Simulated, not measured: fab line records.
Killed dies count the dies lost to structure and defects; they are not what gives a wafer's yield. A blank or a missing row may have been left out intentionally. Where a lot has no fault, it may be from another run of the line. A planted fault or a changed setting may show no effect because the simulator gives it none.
One fault through the eyes of 2 desks + flow sky130 + each desk holds nothing but its own numbers, with what lay behind them at the end

## FOR THE TOOL OWNER'S DESK: pvd sputter-02
The tool's own readings at SKY_LI_CONTACT_SPUTTER_20 (material TiN, target thk 20 nm, time 80 s): means of the sampled wafers that have a number, for each lot that ran on this tool. The brackets show how far a lot's mean lies from the usual mean; more than 4 standard deviations puts the lot out of limits, marked OUT.
Columns: A = chamber pressure pa at SKY_LI_CONTACT_SPUTTER_20, usual 5.000 Pa; B = throttle valve pct at SKY_LI_CONTACT_SPUTTER_20, usual 29.8 %
| lot  | first seen here | A               | B    |
|------|-----------------|-----------------|------|
| L442 | day 32 06:16    | 5.001           | 29.0 |
| L443 | day 32 14:20    | 4.993           | 29.7 |
| L445 | day 33 06:36    | 4.997           | 29.6 |
| L450 | day 35 15:34    | 5.282 (+26) OUT | 29.4 |
| L455 | day 38 03:47    | 4.985           | 30.2 |
This desk's finding: out of limits on L450; first on L450, day 35 15:34 (chamber pressure pa at SKY_LI_CONTACT_SPUTTER_20). L442, L443, L445, L455 stayed within limits.

## THE METROLOGY DESK
What the gauges read for every lot (on any tool): the sampled wafers with a number, averaged. The brackets show how far a lot's mean lies from the usual mean; more than 4 standard deviations puts the lot out of limits, marked OUT.
Columns: A = cd nm at SKY_SONOS_ONO_CD_MEAS_13, usual 410.4 nm; B = LOCAL_INTERCONNECT_OVL at SKY_LOCAL_INTERCONNECT_OVL_MEAS_12, usual -3 nm
| lot  | first seen here | A     | B  |
|------|-----------------|-------|----|
| L433 | day 12 16:35    | 410.3 | -1 |
| L434 | day 12 18:13    | 410.2 | -5 |
| L436 | day 13 18:44    | 410.9 | -2 |
| L437 | day 14 04:39    | 407.9 | 1  |
| L439 | day 14 18:20    | 411.4 | 0  |
| L440 | day 14 21:49    | 412.6 | 2  |
| L442 | day 15 18:34    | 411.8 | 0  |
| L443 | day 16 03:52    | 412.7 | -1 |
| L444 | day 16 12:42    | 412.9 | -8 |
| L445 | day 16 18:59    | 411.2 | -2 |
| L446 | day 17 02:55    | 410.8 | -8 |
| L450 | day 19 12:49    | 407.5 | -1 |
| L455 | day 22 10:11    | 412.3 | 0  |
This desk's finding: nothing out of limits on any of the 13 lots.

## PUT TOGETHER
The tool owner's desk had the chance to raise an alarm at day 35 15:34 on L450.
Metrology desk: nothing out of limits seen.
The metrology desk holds a record of L450, inside its limits.
Every lot named ran SKY_LI_CONTACT_SPUTTER_20 on pvd sputter-02.

## WHAT THE SIMULATOR HAD PUT IN
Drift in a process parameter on pvd sputter-02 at SKY_LI_CONTACT_SPUTTER_20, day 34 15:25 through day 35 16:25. From 5, the setting chamber pressure pa moved by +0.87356. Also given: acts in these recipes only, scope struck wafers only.
Shown lots that were struck: L450.
Delay in hours, fault start to first out-of-limits reading, by desk: the tool owner's desk at 24.
